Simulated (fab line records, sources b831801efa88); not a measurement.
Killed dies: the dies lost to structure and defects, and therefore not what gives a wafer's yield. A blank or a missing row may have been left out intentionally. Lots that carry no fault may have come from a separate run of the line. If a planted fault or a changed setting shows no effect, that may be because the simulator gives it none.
Problem report in the 8D (eight disciplines) form, filled by code + flow gf180mcu + the parts of the form that need people (team, actions taken, sign-off) are left out

## 1. PROBLEM STATEMENT
At GF_HV_LDD_IMPLANT_34, dose_ions_cm2 averages 8.7e+12 over 6 wafers from 2 lots, while fault-free wafers read 7.5e+12, standard deviation 7.6e+09. So: +99 or more standard deviations from the usual mean.
Seen first at day 12 01:37 on implanter-03, wafer L585.1. At this step, 36 wafers from 12 lots have a number in the record. Rule for "out", or "out of limits": more than 4 standard deviations from the usual mean. The rest of the wafers with a number are treated as sound.

## 2. WHAT IT IS; WHAT IT IS NOT
| question                    | is                                | is not                                                                                                        |
|-----------------------------|-----------------------------------|---------------------------------------------------------------------------------------------------------------|
| which readings at this step | dose_ions_cm2, faraday_current_uA | -                                                                                                             |
| which lots                  | L585, L586                        | L583, L584, L587, L590, L596, L598, L599, L600, L605, L606                                                    |
| which wafers of those lots  | all that have a number            | -                                                                                                             |
| read on which tools         | implanter-03                      | implanter-02, implanter-04                                                                                    |
| when                        | from day 12 01:37                 | up to then (6 sound wafers); but 24 sound wafers of L587, L590, L596, L598, L599, L600, L605, L606 came after |

## 3. WHAT RULES OUT EACH SUSPECT
Counting: any tool at a process step up to the reading is kept as a suspect provided that every lot that is out went through it and no sound lot did after the first of them.
- implanter-03 at GF_HV_LDD_IMPLANT_34: ruled out as a lasting fault. Sound lots L606 ran on it after its first lot that is out, L585 (day 12 01:37).
Left after counting: nothing in the record.

## 4. THE CAUSE (what the simulator had put in)
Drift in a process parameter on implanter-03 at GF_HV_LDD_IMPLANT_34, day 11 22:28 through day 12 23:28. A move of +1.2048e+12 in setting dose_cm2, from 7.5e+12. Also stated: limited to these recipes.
Counting ruled it out, wrongly.

## 5. THE EFFECT CHAIN, in route order
Each row: a reading whose mean over the struck wafers that have a number lies more than 3 standard deviations from the usual. Only readings whose record carries a usual standard deviation are examined. hours: median over the lots of the time between each lot's start at the first step of this table that gives one and its start at this step. sigmas: the change, counted in usual standard deviations.
| hours | step                 | reading            | usual   | on struck wafers | change   | sigmas      |
|-------|----------------------|--------------------|---------|------------------|----------|-------------|
| 0     | GF_HV_LDD_IMPLANT_34 | dose_ions_cm2      | 7.5e+12 | 8.7e+12          | +1.2e+12 | +99 or more |
| 0     | GF_HV_LDD_IMPLANT_34 | faraday_current_uA | 42.3    | 48.8             | +6.5     | +7.9        |
Its process steps:
- GF_HV_LDD_IMPLANT_34
At these later measuring or inspecting steps, every struck wafer for which the step has a row has a number for every such reading, and none has moved that far: GF_HV_LDD_TW_MEAS_38, GF_HV_LDD_OVL_MEAS_47, GF_HV_LDD_RS_MEAS_53.

## 6. WHAT WOULD HAVE CAUGHT IT SOONER
The fault began at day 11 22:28; the first out-of-limits reading in this record came at day 12 01:37, 3 hours later.
